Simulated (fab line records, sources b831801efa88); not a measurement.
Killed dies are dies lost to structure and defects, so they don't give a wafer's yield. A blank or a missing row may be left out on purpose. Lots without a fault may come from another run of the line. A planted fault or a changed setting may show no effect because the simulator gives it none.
Which tool did it? | flow sky130 | 15 lots, 45 wafers sampled, at 2 steps of a route of 708

WHAT THE GAUGES READ, wafer by wafer
The record holds no reading of a measuring or inspecting step that can be judged against a usual standard deviation.

WHICH TOOL RAN EACH LOT (tool, then ch and the chambers of the sampled wafers, then the start)
lot  | SKY_METAL2_METAL_ETCH_19          | SKY_METAL2_STRIP_20
L767 | rie_metal-01 ch 0,1, day 35 02:26 | plasma_asher-02 ch 0,1, day 35 02:32
L768 | rie_metal-01 ch 0,1, day 35 05:47 | plasma_asher-04 ch 0,1, day 35 05:52
L769 | rie_metal-02 ch 0, day 35 13:08   | plasma_asher-03 ch 0, day 35 13:19
L771 | rie_metal-02 ch 0,1, day 36 08:29 | plasma_asher-04 ch 0,1, day 36 08:35
L772 | rie_metal-03 ch 0,1, day 36 18:24 | plasma_asher-02 ch 1, day 36 18:29
L773 | rie_metal-02 ch 0,1, day 37 03:04 | plasma_asher-04 ch 0,1, day 37 03:09
L774 | rie_metal-01 ch 0,1, day 37 11:17 | plasma_asher-04 ch 0,1, day 37 11:22
L776 | rie_metal-01 ch 0,1, day 38 01:22 | plasma_asher-04 ch 0,1, day 38 01:27
L777 | rie_metal-03 ch 0,1, day 38 10:18 | plasma_asher-02 ch 0,1, day 38 10:23
L778 | rie_metal-01 ch 0, day 38 18:27   | plasma_asher-04 ch 0,1, day 38 18:32
L779 | rie_metal-01 ch 0,1, day 38 22:56 | plasma_asher-04 ch 0,1, day 38 23:02
L780 | rie_metal-02 ch 1, day 39 15:19   | plasma_asher-04 ch 0, day 39 15:24
L786 | rie_metal-03 ch 0,1, day 41 04:28 | plasma_asher-02 ch 0, day 41 04:33
L788 | rie_metal-02 ch 1, day 41 06:31   | plasma_asher-02 ch 0,1, day 41 06:41
L790 | rie_metal-01 ch 0,1, day 41 19:20 | plasma_asher-02 ch 0,1, day 41 19:26
- SKY_METAL2_METAL_ETCH_19: etches the open film in Cl2/BCl3, stops on SiO2, target depth 360 nm, time 78 s.
- SKY_METAL2_STRIP_20: strips in O2/N2.

WHAT THE TOOLS THEMSELVES READ (means of the sampled wafers that have a number; where no wafer has one, the mark that the record gives instead)
SKY_METAL2_METAL_ETCH_19. Usual: drypump_motor_current_A 5.82 A, standard deviation 0.23; mfc_cl2_sccm 60.00 sccm, standard deviation 0.2; oes_product_au 0.856 a.u., standard deviation 0.0056; throttle_valve_pct 22.265 %, standard deviation 0.0096.
lot  | tool         | drypump_motor_current_A (A) | mfc_cl2_sccm (sccm) | oes_product_au (a.u.) | throttle_valve_pct (%) | flag
L767 | rie_metal-01 | 5.90                        | 59.79               | 0.852                 | 22.268                 |
L768 | rie_metal-01 | 5.90                        | 60.20               | 0.858                 | 22.255                 |
L769 | rie_metal-02 | 5.63                        | 60.08               | 0.850                 | 22.270                 |
L771 | rie_metal-02 | 5.97                        | 60.13               | 0.852                 | 22.266                 |
L772 | rie_metal-03 | 5.63                        | 59.95               | 0.852                 | 22.255                 |
L773 | rie_metal-02 | 5.78                        | 60.16               | 0.856                 | 22.266                 |
L774 | rie_metal-01 | 5.77                        | 59.80               | 0.856                 | 22.266                 |
L776 | rie_metal-01 | 5.90                        | 59.89               | 0.850                 | 22.262                 |
L777 | rie_metal-03 | 5.77                        | 59.92               | 0.858                 | 22.258                 |
L778 | rie_metal-01 | 6.00                        | 59.98               | 0.856                 | 22.266                 |
L779 | rie_metal-01 | 5.90                        | 60.14               | 0.856                 | 22.258                 |
L780 | rie_metal-02 | 6.15                        | 60.02               | 0.858                 | 22.262                 |
L786 | rie_metal-03 | 5.77                        | 59.98               | 0.857                 | 22.274                 |
L788 | rie_metal-02 | 6.15                        | 59.95               | 0.849                 | 22.272                 |
L790 | rie_metal-01 | 5.88                        | 59.85               | 0.853                 | 22.263                 |

SKY_METAL2_STRIP_20. Usual: drypump_motor_current_A 6.19 A, standard deviation 0.24; oes_product_au 0.343 a.u., standard deviation 0.0052; strip_time_to_endpoint_s 2.69 s, standard deviation 0.039.
lot  | tool            | drypump_motor_current_A (A) | oes_product_au (a.u.) | strip_time_to_endpoint_s (s) | flag
L767 | plasma_asher-02 | 6.01                        | 0.344                 | 2.70                         |
L768 | plasma_asher-04 | 6.28                        | 0.343                 | 2.69                         |
L769 | plasma_asher-03 | 5.97                        | 0.346                 | 2.72                         |
L771 | plasma_asher-04 | 6.29                        | 0.345                 | 2.72                         |
L772 | plasma_asher-02 | 6.54                        | 0.339                 | 2.72                         |
L773 | plasma_asher-04 | 6.30                        | 0.339                 | 2.67                         |
L774 | plasma_asher-04 | 6.31                        | 0.338                 | 2.65                         |
L776 | plasma_asher-04 | 6.26                        | 0.356                 | 3.03                         | OFF
L777 | plasma_asher-02 | 6.01                        | 0.340                 | 2.69                         |
L778 | plasma_asher-04 | 6.32                        | 0.355                 | 3.05                         | OFF
L779 | plasma_asher-04 | 6.28                        | 0.350                 | 2.82                         | OFF
L780 | plasma_asher-04 | 6.34                        | 0.349                 | 2.73                         |
L786 | plasma_asher-02 | 5.76                        | 0.343                 | 2.72                         |
L788 | plasma_asher-02 | 6.02                        | 0.339                 | 2.70                         |
L790 | plasma_asher-02 | 6.02                        | 0.341                 | 2.69                         |

THE ANSWER, worked out from the rows above alone
Rule: a lot is off if the mean of its wafers that have a number lies more than 3 standard deviations from the usual mean. A lot without any number at a reading at which 4 lots or more have one is off too. The other lots that the step has rows for count as sound. The gauges are gone through in route order, then the tools' own readings, and for those a lot's mean is taken as printed above. The first step at which some lot is off is used, and at that step the reading that is off furthest; a lot without a number counts as furthest.
Off: L776, L778, L779, at SKY_METAL2_STRIP_20 (strip_time_to_endpoint_s).
A tool fits if, at that step or a process step before it, it ran every lot that is off, and no sound lot after the first of them. None of those tried fits.

WHAT THE SIMULATOR HAD PUT IN
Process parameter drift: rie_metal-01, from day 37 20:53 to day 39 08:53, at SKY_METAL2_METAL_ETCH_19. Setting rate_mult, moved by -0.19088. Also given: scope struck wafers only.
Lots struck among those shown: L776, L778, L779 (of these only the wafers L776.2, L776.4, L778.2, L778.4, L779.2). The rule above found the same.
